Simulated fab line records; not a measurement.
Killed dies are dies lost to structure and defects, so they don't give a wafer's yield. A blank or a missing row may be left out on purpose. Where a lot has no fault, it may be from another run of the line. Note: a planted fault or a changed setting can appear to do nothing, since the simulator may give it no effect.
Chamber matching | flow sky130 | SKY_VIA1_CMP_02 on cmp-01 has 4 sister chambers
The step polishes SiO2. 4 wafers are shown with their chamber, then 12 later ones without.

== WAFERS PAIRED WITH THEIR CHAMBERS ==
wafer  | chamber | motor-current-A (A)
L087.4 | 1       | 12.3
L087.6 | 3       | 12.7
L089.4 | 2       | 12.3
L089.5 | 0       | 10.8

== WAFERS WITH NO CHAMBER GIVEN ==
wafer  | motor-current-A (A)
L091.1 | 12.5
L091.2 | 11.9
L091.5 | 12.3
L094.1 | 12.2
L094.5 | 11.5
L094.6 | 11.5
L096.2 | 13.1
L096.3 | 11.9
L096.5 | 12.8
L097.1 | 12.1
L097.3 | 12.3
L097.6 | 12.1

== WHICH CHAMBER EACH WENT THROUGH ==
wafer  | from the rows above               | in truth
L091.1 | can't be placed: 1 or 2 or 3      | 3
L091.2 | can't be placed: 1 or 2 or 3 or 0 | 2
L091.5 | can't be placed: 1 or 2 or 3      | 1
L094.1 | can't be placed: 1 or 2 or 3      | 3
L094.5 | can't be placed: 0 or 1 or 2 or 3 | 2
L094.6 | can't be placed: 0 or 1 or 2 or 3 | 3
L096.2 | can't be placed: 3 or 1 or 2      | 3
L096.3 | can't be placed: 1 or 2 or 3 or 0 | 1
L096.5 | can't be placed: 3 or 1 or 2      | 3
L097.1 | can't be placed: 1 or 2 or 3      | 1
L097.3 | can't be placed: 1 or 2 or 3      | 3
L097.6 | can't be placed: 1 or 2 or 3      | 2
Correct placement for 0 of the 12. These rows do not allow placing 12 (true chamber among the candidates in 12). Wrongly placed: 0.
How it was worked out, from the rows above alone: a wafer's distance from a chamber is the root of the sum, over the readings, of the square of ((its reading less the chamber's mean) divided by the reading's scatter). If the next closest chamber is less than 2 further off than the closest, the wafer can't be placed; otherwise it belongs to the closest. For every chamber, the mean is computed from those of its wafers that are shown. The scatter: root of mean squared gap, hidden wafer to nearest shown wafer, with one shown wafer a chamber.
